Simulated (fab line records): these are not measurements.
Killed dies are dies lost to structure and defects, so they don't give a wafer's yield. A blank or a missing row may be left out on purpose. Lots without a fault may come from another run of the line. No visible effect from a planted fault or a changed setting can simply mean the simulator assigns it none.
fab line records	flow sky130
[record] lots = 14	wafers = 42	last-day = 50
route steps=708 shown VIA3@575 CAP2M@604
lots that met no fault: from a run of the same line without faults
start-h: start of the lot's first displayed wafer, in hours after the record's first day	wait-h: time in hours since the lot's previous step	" the same as in the row above	L1.1+2: one row covering several wafers at once	- no value present, or no start provided	* or withheld: withheld	< > ~ a bound
route shown NAME@n: NAME is a module with steps in the file, n the number in the route of the first one	usual: mean/standard deviation of fault-free wafers	same: alike in all rows	chamber/n: place in a boat	sites: the reading at each site	_std_site: the standard deviation of these	_edge_site: the outer-site mean with the inner-site mean subtracted	radius-mm: how far each site lies from the wafer's centre	mask NAME#n: copy n	behind: tool/chamber where the wafer was last shaped	hold: reason for holding the lot/hours on hold/outcome of the hold	device: transistor that didn't switch, given as n, p or np	end of line: tests run on the same wafers once the route is complete	a step without rows: its recipe alone	killed: not the wafer's yield, but the dies lost to structure and defects at the first sort	map: a wafer's dies, marking killed ones x, the rest . and places with no die _
set.NAME: the run value of the setting; set.NAME@STEP: its run value at that earlier step	model.NAME: the simulator's own value behind a step, which no gauge read
a sample of lots followed through the steps of the route, with each step as a table and each wafer as a row
services: the hour from which a tool's chamber was out of use, counted from the record's first day as start-h (under 0 if before that day), plus the number of hours and why
[[steps]]
[step SKY_VIA3_CMP_02]
[recipe] material = SiO2	down-force-psi = 4	platen-rpm = 60	pad-velocity-m-s = 0.94248
[usual] head-pressure-psi = 4.000/0.0083	motor-current-A = 12.8/1	slurry-filter-dp-kPa = 13.52/0.14
lot.wafer	tool	chamber	start-h	wait-h	head-pressure-psi	motor-current-A	slurry-filter-dp-kPa
L833.4	cmp-01	3	911.66	0.1	3.999	13.3	13.74
L833.3	"	0	"	"	4.004	13.9	13.66
L833.1	"	1	"	"	3.992	13.7	13.31
L834.1	cmp-02	2	913.15	0.1	3.991	11.9	13.50
L834.5	"	0	"	"	3.988	12.6	13.39
L834.6	"	1	"	"	3.999	13.5	13.31
L835.1	cmp-01	1	919.21	0.1	4.003	14.3	13.49
L835.3	"	2	"	"	3.998	11.6	13.81
L835.5	"	3	"	"	4.008	13.7	13.34
L836.2	cmp-01	2	929.75	0.0	4.001	11.5	13.42
L836.3	"	3	"	"	4.012	13.9	13.48
L836.1	"	1	"	"	3.997	13.8	13.70
L840.2	cmp-01	0	954.89	0.0	4.002	13.8	13.53
L840.5	"	0	"	"	4.011	14.4	13.46
L840.6	"	1	"	"	4.003	13.9	13.27
L841.3	cmp-01	2	961.23	0.0	4.000	11.2	13.33
L841.5	"	2	"	"	3.988	11.2	13.73
L841.6	"	3	"	"	3.981	13.3	13.43
L842.2	cmp-01	1	971.39	0.4	4.001	14.0	13.28
L842.5	"	0	"	"	3.995	14.1	13.66
L842.6	"	1	"	"	4.003	14.5	13.70
L848.3	cmp-02	1	1024.32	0.1	4.003	13.4	13.37
L848.2	"	2	"	"	4.001	11.3	13.45
L848.6	"	3	"	"	3.999	12.4	13.48
L846.3	cmp-02	2	1027.64	0.0	3.992	11.1	13.62
L846.1	"	3	"	"	4.007	12.5	13.85
L846.6	"	3	"	"	4.013	13.0	13.64
L847.4	cmp-01	0	1027.86	0.0	3.995	14.3	13.47
L847.2	"	2	"	"	3.996	10.8	13.56
L847.1	"	3	"	"	4.013	13.4	13.44
L852.1	cmp-02	2	1032.40	0.2	3.994	11.5	13.59
L852.5	"	3	"	"	3.987	11.8	13.67
L852.6	"	0	"	"	3.998	12.2	13.58
L853.3	cmp-02	0	1036.34	0.1	3.996	12.4	13.31
L853.6	"	3	"	"	4.015	12.9	13.59
L853.5	"	0	"	"	4.002	12.2	13.64
L854.2	cmp-02	2	1053.71	0.0	3.997	11.5	13.53
L854.4	"	0	"	"	3.987	13.4	13.68
L854.5	"	3	"	"	4.001	12.9	13.56
L855.4	cmp-01	0	1056.97	0.1	4.004	13.7	13.65
L855.5	"	3	"	"	4.005	13.5	13.32
L855.6	"	0	"	"	3.995	13.3	13.48
[step SKY_VIA3_RS_MEAS_22]
[recipe] thk-meas-gauge = four-point-probe	reads = W_of_VIA3_CVD_21+TiN_of_VIA3_SPUTTER_20
[usual] VIA3_W_RS = 0.293/0.0073
lot.wafer	tool	chamber	start-h	wait-h	VIA3_W_RS[ohm/sq]
L833.1	film-metro-01	-	937.07	0.1	0.292
L833.3	"	-	"	"	0.296
L833.4	"	-	"	"	0.282
L834.1	film-metro-03	-	938.89	0.1	0.299
L834.5	"	-	"	"	0.298
L834.6	"	-	"	"	0.300
L835.1	film-metro-03	-	944.34	0.1	0.295
L835.3	"	-	"	"	0.296
L835.5	"	-	"	"	0.302
L836.1	film-metro-03	-	955.47	0.1	0.299
L836.2	"	-	"	"	0.301
L836.3	"	-	"	"	0.297
L840.2	film-metro-01	-	981.30	0.1	0.296
L840.5	"	-	"	"	0.296
L840.6	"	-	"	"	0.296
L841.3	film-metro-02	-	986.97	0.1	0.278
L841.5	"	-	"	"	0.276
L841.6	"	-	"	"	0.295
L842.2	film-metro-02	-	996.78	0.1	0.298
L842.5	"	-	"	"	0.298
L842.6	"	-	"	"	0.301
L848.2	film-metro-03	-	1048.50	0.1	0.301
L848.3	"	-	"	"	0.299
L848.6	"	-	"	"	0.297
L846.1	film-metro-02	-	1051.52	0.1	0.300
L846.3	"	-	"	"	0.294
L846.6	"	-	"	"	0.293
L847.1	film-metro-03	-	1052.12	0.1	0.290
L847.2	"	-	"	"	0.283
L847.4	"	-	"	"	0.292
L852.1	film-metro-03	-	1055.78	0.1	0.290
L852.5	"	-	"	"	0.302
L852.6	"	-	"	"	0.294
L853.3	film-metro-02	-	1059.67	0.1	0.296
L853.5	"	-	"	"	0.305
L853.6	"	-	"	"	0.295
L854.2	film-metro-02	-	1077.81	0.1	0.302
L854.4	"	-	"	"	0.290
L854.5	"	-	"	"	0.289
L855.4	film-metro-02	-	1080.63	0.1	0.290
L855.5	"	-	"	"	0.292
L855.6	"	-	"	"	0.297
[step SKY_CAP2M_THK_MEAS_01]
[recipe] reads = SiO2_of_CAP2M_CVD_00
[usual] CAP2M_CVD_00_THK = 15.53/0.25
lot.wafer	tool	chamber	start-h	wait-h	CAP2M_CVD_00_THK[nm]
L833.1	film-metro-03	-	937.73	-	15.50
L833.3	"	-	"	"	15.27
L833.4	"	-	"	"	15.60
L834.1	film-metro-03	-	939.55	-	15.29
L834.5	"	-	"	"	15.76
L834.6	"	-	"	"	15.60
L835.1	film-metro-04	-	945.00	-	15.23
L835.3	"	-	"	"	15.75
L835.5	"	-	"	"	15.98
L836.1	film-metro-02	-	956.12	-	15.59
L836.2	"	-	"	"	15.25
L836.3	"	-	"	"	15.25
L840.2	film-metro-04	-	981.94	-	15.40
L840.5	"	-	"	"	15.58
L840.6	"	-	"	"	15.56
L841.3	film-metro-03	-	987.65	-	14.97
L841.5	"	-	"	"	15.73
L841.6	"	-	"	"	15.72
L842.2	film-metro-04	-	997.43	-	15.51
L842.5	"	-	"	"	15.60
L842.6	"	-	"	"	15.54
L848.2	film-metro-03	-	1049.15	-	15.44
L848.3	"	-	"	"	15.11
L848.6	"	-	"	"	15.55
L846.1	film-metro-04	-	1052.18	-	15.67
L846.3	"	-	"	"	15.22
L846.6	"	-	"	"	15.94
L847.1	film-metro-04	-	1052.78	-	15.12
L847.2	"	-	"	"	15.34
L847.4	"	-	"	"	15.32
L852.1	film-metro-03	-	1056.44	-	15.54
L852.5	"	-	"	"	15.77
L852.6	"	-	"	"	15.36
L853.3	film-metro-02	-	1060.31	-	16.05
L853.5	"	-	"	"	15.75
L853.6	"	-	"	"	15.86
L854.2	film-metro-03	-	1078.49	-	15.21
L854.4	"	-	"	"	15.63
L854.5	"	-	"	"	15.33
L855.4	film-metro-04	-	1081.25	-	15.58
L855.5	"	-	"	"	15.82
L855.6	"	-	"	"	15.66
[step SKY_CAP2M_SPUTTER_02]
[recipe] material = TiN	target-thk-nm = 200	temp-c = 300	power-w = 6500	time-s = 166.7	chamber-pressure-pa = 0.4
[usual] cathode-dc-power-W = 6500.0/1.2	chamber-pressure-pa = 0.4000/0.0008	throttle-valve-pct = 29.6/0.68	time-s = 166.7/0
lot.wafer	tool	chamber	start-h	wait-h	cathode-dc-power-W	chamber-pressure-pa	throttle-valve-pct	time-s
L833.1	pvd-sputter-04	-	937.79	0.1	6500.4	0.3990	28.7	166.7
L833.3	"	-	"	"	6499.4	0.3997	29.4	166.7
L833.4	"	-	"	"	6499.8	0.4011	30.4	166.7
L834.1	pvd-sputter-04	-	939.61	0.1	6500.0	0.4010	30.1	166.7
L834.5	"	-	"	"	6499.1	0.4000	30.2	166.7
L834.6	"	-	"	"	6497.7	0.4010	29.2	166.7
L835.1	pvd-sputter-02	-	945.06	0.1	6498.8	0.4006	30.8	166.7
L835.3	"	-	"	"	6501.3	0.4013	29.3	166.7
L835.5	"	-	"	"	6501.3	0.4003	29.4	166.7
L836.1	pvd-sputter-04	-	956.18	0.1	6500.8	0.4010	30.2	166.7
L836.2	"	-	"	"	6501.1	0.3992	29.0	166.7
L836.3	"	-	"	"	6498.6	0.3995	29.1	166.7
L840.2	pvd-sputter-02	-	981.99	0.0	6500.1	0.4004	31.0	166.7
L840.5	"	-	"	"	6500.4	0.4006	30.3	166.7
L840.6	"	-	"	"	6499.3	0.4010	29.3	166.7
L841.3	pvd-sputter-04	-	987.69	0.0	6499.4	0.4012	28.9	166.7
L841.5	"	-	"	"	6500.0	0.3989	29.0	166.7
L841.6	"	-	"	"	6496.8	0.3996	28.9	166.7
L842.2	pvd-sputter-02	-	997.48	0.0	6500.3	0.4003	31.0	166.7
L842.5	"	-	"	"	6499.4	0.4009	30.8	166.7
L842.6	"	-	"	"	6499.1	0.3994	30.5	166.7
L848.2	pvd-sputter-04	-	1049.20	0.0	6500.8	0.3989	29.3	166.7
L848.3	"	-	"	"	6501.3	0.4003	28.9	166.7
L848.6	"	-	"	"	6500.8	0.4005	30.4	166.7
L846.1	pvd-sputter-03	-	1052.24	0.1	-	-	-	-
L846.3	"	-	"	"	-	-	-	-
L846.6	"	-	"	"	-	-	-	-
L847.1	pvd-sputter-03	-	1052.84	0.1	-	-	-	-
L847.2	"	-	"	"	-	-	-	-
L847.4	"	-	"	"	-	-	-	-
L852.1	pvd-sputter-04	-	1056.50	0.1	6499.1	0.3999	28.8	166.7
L852.5	"	-	"	"	6501.5	0.4008	28.9	166.7
L852.6	"	-	"	"	6501.3	0.3983	29.0	166.7
L853.3	pvd-sputter-03	-	1060.35	0.0	6500.7	0.4005	28.8	166.7
L853.5	"	-	"	"	6500.3	0.3988	29.1	166.7
L853.6	"	-	"	"	6499.3	0.4006	29.8	166.7
L854.2	pvd-sputter-04	-	1078.54	0.0	6499.7	0.3995	29.2	166.7
L854.4	"	-	"	"	6500.0	0.3992	29.6	166.7
L854.5	"	-	"	"	6501.2	0.3999	29.9	166.7
L855.4	pvd-sputter-04	-	1081.34	0.1	6499.0	0.3996	30.2	166.7
L855.5	"	-	"	"	6499.4	0.4001	29.3	166.7
L855.6	"	-	"	"	6499.0	0.3998	29.3	166.7
[step SKY_CAP2M_RS_MEAS_03]
[recipe] thk-meas-gauge = four-point-probe	reads = TiN_of_CAP2M_SPUTTER_02
[usual] CAP2M_TIN_RS = 6.92/0.088
lot.wafer	tool	chamber	start-h	wait-h	hold	CAP2M_TIN_RS[ohm/sq]
L833.1	film-metro-04	-	937.90	0.1	-	6.90
L833.3	"	-	"	"	-	6.90
L833.4	"	-	"	"	-	6.91
L834.1	film-metro-04	-	939.72	0.1	-	7.03
L834.5	"	-	"	"	-	6.92
L834.6	"	-	"	"	-	6.84
L835.1	film-metro-02	-	945.17	0.1	-	6.96
L835.3	"	-	"	"	-	6.86
L835.5	"	-	"	"	-	6.88
L836.1	film-metro-04	-	956.29	0.1	-	7.08
L836.2	"	-	"	"	-	7.07
L836.3	"	-	"	"	-	7.02
L840.2	film-metro-02	-	982.12	0.1	-	6.85
L840.5	"	-	"	"	-	6.98
L840.6	"	-	"	"	-	6.89
L841.3	film-metro-02	-	987.84	0.1	-	7.03
L841.5	"	-	"	"	-	7.04
L841.6	"	-	"	"	-	6.95
L842.2	film-metro-03	-	997.60	0.1	-	6.83
L842.5	"	-	"	"	-	6.79
L842.6	"	-	"	"	-	6.84
L848.2	film-metro-04	-	1049.33	0.1	-	7.11
L848.3	"	-	"	"	-	7.10
L848.6	"	-	"	"	-	7.10
L846.1	film-metro-04	-	1052.35	0.1	await-dispo/0.2h/release	-
L846.3	"	-	"	"	await-dispo/0.2h/release	-
L846.6	"	-	"	"	await-dispo/0.2h/release	-
L846.1	film-metro-04	-	1052.64	0.3	-	-
L846.3	"	-	"	"	-	-
L846.6	"	-	"	"	-	-
L847.1	film-metro-04	-	1052.95	0.1	await-dispo/0.2h/release	-
L847.2	"	-	"	"	await-dispo/0.2h/release	-
L847.4	"	-	"	"	await-dispo/0.2h/release	-
L847.1	film-metro-04	-	1053.35	0.4	-	-
L847.2	"	-	"	"	-	-
L847.4	"	-	"	"	-	-
L852.1	film-metro-02	-	1056.61	0.1	-	6.92
L852.5	"	-	"	"	-	6.99
L852.6	"	-	"	"	-	6.96
L853.3	film-metro-03	-	1060.50	0.1	-	6.96
L853.5	"	-	"	"	-	6.88
L853.6	"	-	"	"	-	6.94
L854.2	film-metro-03	-	1078.66	0.1	-	6.99
L854.4	"	-	"	"	-	6.99
L854.5	"	-	"	"	-	7.00
L855.4	film-metro-03	-	1081.45	0.1	-	6.94
L855.5	"	-	"	"	-	6.93
L855.6	"	-	"	"	-	6.98
[[services]]
tool	chamber	start-h	hours	kind
cmp-02	-	900.34	5.1	repair
pvd-sputter-04	-	910.02	4.1	repair
cmp-02	-	924.73	4.0	pm
pvd-sputter-02	-	932.88	0.8	repair
pvd-sputter-03	-	933.42	75.8	repair
pvd-sputter-03	-	942.90	1.0	repair
pvd-sputter-04	1	944.22	-	consumable-replace:kit
pvd-sputter-04	1	944.22	18.0	scheduled-down
pvd-sputter-04	1	944.22	18.0	vent-cycle
cmp-01	-	951.59	1.4	repair
pvd-sputter-03	-	955.82	7.4	repair
cmp-02	-	973.67	5.3	pm
cmp-02	-	986.96	0.8	repair
pvd-sputter-02	-	989.22	0.9	repair
pvd-sputter-03	-	993.59	5.8	repair
cmp-01	-	1004.30	2.5	repair
pvd-sputter-04	-	1013.21	0.8	repair
cmp-01	-	1016.91	0.5	repair
cmp-01	-	1035.03	6.0	pm
cmp-01	-	1042.83	1.2	repair
cmp-01	-	1046.64	0.9	repair
pvd-sputter-02	-	1046.69	15.9	repair
pvd-sputter-04	0	1068.78	-	consumable-replace:kit
pvd-sputter-04	0	1068.78	18.0	scheduled-down
[[key]]
[first-sign] step = SKY_CAP2M_SPUTTER_02	reading = tool-record	direction = missing
[effect] step = SKY_CAP2M_RS_MEAS_03	reading = visit	direction = added
met-at SKY_CAP2M_SPUTTER_02
struck-lots L846,L847
scrapped-behind SKY_CAP2M_RS_MEAS_03 L846.1,L846.3,L846.6,L847.1,L847.2,L847.4
not-acting-at SKY_VIA3_CMP_02,SKY_VIA3_RS_MEAS_22,SKY_CAP2M_THK_MEAS_01
[fault] kind = skipped-step-whole	tool = pvd-sputter-03	chamber = -	onset-h = 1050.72	steps = SKY_CAP2M_SPUTTER_02	scope = struck-lots-only
